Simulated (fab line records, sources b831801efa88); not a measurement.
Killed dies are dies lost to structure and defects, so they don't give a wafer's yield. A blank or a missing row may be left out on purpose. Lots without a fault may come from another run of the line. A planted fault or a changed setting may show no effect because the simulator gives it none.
One fault seen from 2 desks | flow gf180mcu | each desk has only its own numbers; what lay behind them comes last

THE TOOL OWNER'S DESK: litho_track-04
The tool's own readings at GF_PASSIVATION_DEVELOP_10 (develop time 60 s): means of the sampled wafers that have a number, for each lot that ran on this tool. A lot is out of limits, marked OUT, if its mean lies more than 4 standard deviations from the usual mean; the brackets give that distance.
Columns: A = developer_temp_C at GF_PASSIVATION_DEVELOP_10, usual 23.01 C; B = exhaust_pa at GF_PASSIVATION_DEVELOP_10, usual 44.8 Pa
lot  | first seen here | A                | B
L208 | day 32 02:00    | 23.11            | 44.6
L210 | day 32 14:00    | 22.07 (-8.6) OUT | 44.9
L216 | day 34 04:00    | 22.04 (-8.8) OUT | 45.0
L227 | day 36 09:00    | 23.08            | 45.3
This desk's finding: out of limits on L210, L216; first on L210, day 32 14:00 (developer_temp_C at GF_PASSIVATION_DEVELOP_10). In limits: L208, L227.

THE METROLOGY DESK
What the gauges read, lot by lot, whatever tool the lot ran on: means of the sampled wafers that have a number. A lot is out of limits, marked OUT, if its mean lies more than 4 standard deviations from the usual mean; the brackets give that distance.
Columns: A = cd_nm at GF_TOP_METAL_CD_MEAS_14, usual 440.3 nm; B = PASSIVATION_CVD_00_THK at GF_PASSIVATION_THK_MEAS_01, usual 1009 nm
lot  | first seen here | A     | B
L205 | day 30 06:02    | 440.1 | 996
L206 | day 30 17:51    | 440.5 | 1016
L207 | day 30 21:49    | 447.4 | 1010
L208 | day 31 06:07    | 442.4 | 1008
L210 | day 31 19:01    | 439.3 | 1015
L216 | day 33 09:46    | 439.6 | 1007
L218 | day 33 18:08    | 440.1 | 997
L219 | day 34 02:41    | 435.0 | 1024
L220 | day 34 05:59    | 441.6 | 1007
L221 | day 34 10:12    | 439.8 | 1020
L223 | day 34 19:43    | 440.3 | 1024
L226 | day 35 11:55    | 442.1 | 995
L227 | day 35 17:49    | 440.7 | 990
L228 | day 35 21:09    | 439.0 | 1017
This desk's finding: nothing out of limits on any of the 14 lots.

PUT TOGETHER
The tool owner's desk could have raised an alarm at day 32 14:00, on L210, L216.
The metrology desk saw nothing out of limits.
The metrology desk has L210, L216 on record, within its limits.
Of the lots named, all ran GF_PASSIVATION_DEVELOP_10 on litho_track-04.

WHAT THE SIMULATOR HAD PUT IN
Process parameter drift: litho_track-04, from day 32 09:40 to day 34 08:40, at GF_PASSIVATION_DEVELOP_10. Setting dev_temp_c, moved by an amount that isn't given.
Lots struck among those shown: L210, L216.
Hours from the fault's start to each desk's first reading out of limits: the tool owner's desk, 4.
